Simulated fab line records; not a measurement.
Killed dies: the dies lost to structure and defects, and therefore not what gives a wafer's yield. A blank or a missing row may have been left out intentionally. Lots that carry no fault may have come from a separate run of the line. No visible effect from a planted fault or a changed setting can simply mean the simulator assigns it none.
Matching of chambers | flow sky130 | 4 sister chambers for SKY_SPACER_ETCHBACK_02 on rie diel-04
The step etches Si3N4 in CH3F/O2, stops on SiO2, time 46.7 s, target depth 45 nm. 16 wafers are shown with their chamber, then 8 later ones without.

== WAFERS PAIRED WITH THEIR CHAMBERS ==
wafer  | chamber | drypump motor current A (A) | oes product au (a.u.) | throttle valve pct (%)
L988.2 | 3       | 6.0                         | 0.868                 | 10.555
L988.4 | 2       | 4.9                         | 0.861                 | 10.557
L988.5 | 3       | 6.0                         | 0.864                 | 10.560
L989.2 | 0       | 5.4                         | 0.860                 | 10.554
L989.5 | 3       | 6.0                         | 0.855                 | 10.552
L989.6 | 2       | 4.9                         | 0.855                 | 10.571
L991.2 | 3       | 6.0                         | 0.856                 | 10.568
L991.3 | 1       | 4.9                         | 0.849                 | 10.575
L991.5 | 0       | 5.4                         | 0.863                 | 10.573
L992.2 | 2       | 4.9                         | 0.862                 | 10.572
L992.4 | 0       | 5.4                         | 0.862                 | 10.553
L992.6 | 2       | 4.9                         | 0.862                 | 10.550
L100.2 | 1       | 4.9                         | 0.850                 | 10.558
L100.5 | 0       | 5.4                         | 0.844                 | 10.585
L100.6 | 3       | 5.9                         | 0.843                 | 10.558
L105.1 | 1       | 5.0                         | 0.858                 | 10.551

SIGNATURES, as means of the wafers listed above
reading                 | chamber 0 | chamber 1 | chamber 2 | chamber 3 | scatter within a chamber
drypump motor current A | 5.400     | 4.933     | 4.900     | 5.980     | 0.035
oes product au          | 0.85725   | 0.85233   | 0.86000   | 0.85720   | 0.0076
throttle valve pct      | 10.56625  | 10.56133  | 10.56250  | 10.55860  | 0.0113
Rule: a wafer's distance from a chamber is the root of the sum, over the readings, of the square of ((its reading less the chamber's mean) divided by the reading's scatter). If the next closest chamber is less than 2 further off than the closest, the wafer can't be placed; otherwise it belongs to the closest. The scatter: the root of (the sum of the squares of (reading less its chamber's mean) over the shown wafers, divided by (wafers less chambers)).

== WAFERS WHOSE CHAMBER IS MISSING ==
wafer  | drypump motor current A (A) | oes product au (a.u.) | throttle valve pct (%)
L105.3 | 4.9                         | 0.851                 | 10.571
L105.4 | 5.4                         | 0.862                 | 10.573
L106.3 | 5.4                         | 0.852                 | 10.560
L106.4 | 5.9                         | 0.856                 | 10.554
L106.5 | 4.9                         | 0.862                 | 10.541
L111.1 | 5.4                         | 0.850                 | 10.547
L111.3 | 6.0                         | 0.846                 | 10.561
L111.5 | 4.9                         | 0.843                 | 10.559

== THE CHAMBER EACH PASSED THROUGH ==
wafer  | from the rows above     | in truth
L105.3 | can't be placed: 1 or 2 | 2
L105.4 | 0                       | 0
L106.3 | 0                       | 0
L106.4 | 3                       | 3
L106.5 | can't be placed: 2 or 1 | 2
L111.1 | 0                       | 0
L111.3 | 3                       | 3
L111.5 | can't be placed: 1 or 2 | 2
Correct placement for 5 of the 8. These rows do not allow placing 3 (true chamber among the candidates in 3). Placed wrongly: 0.
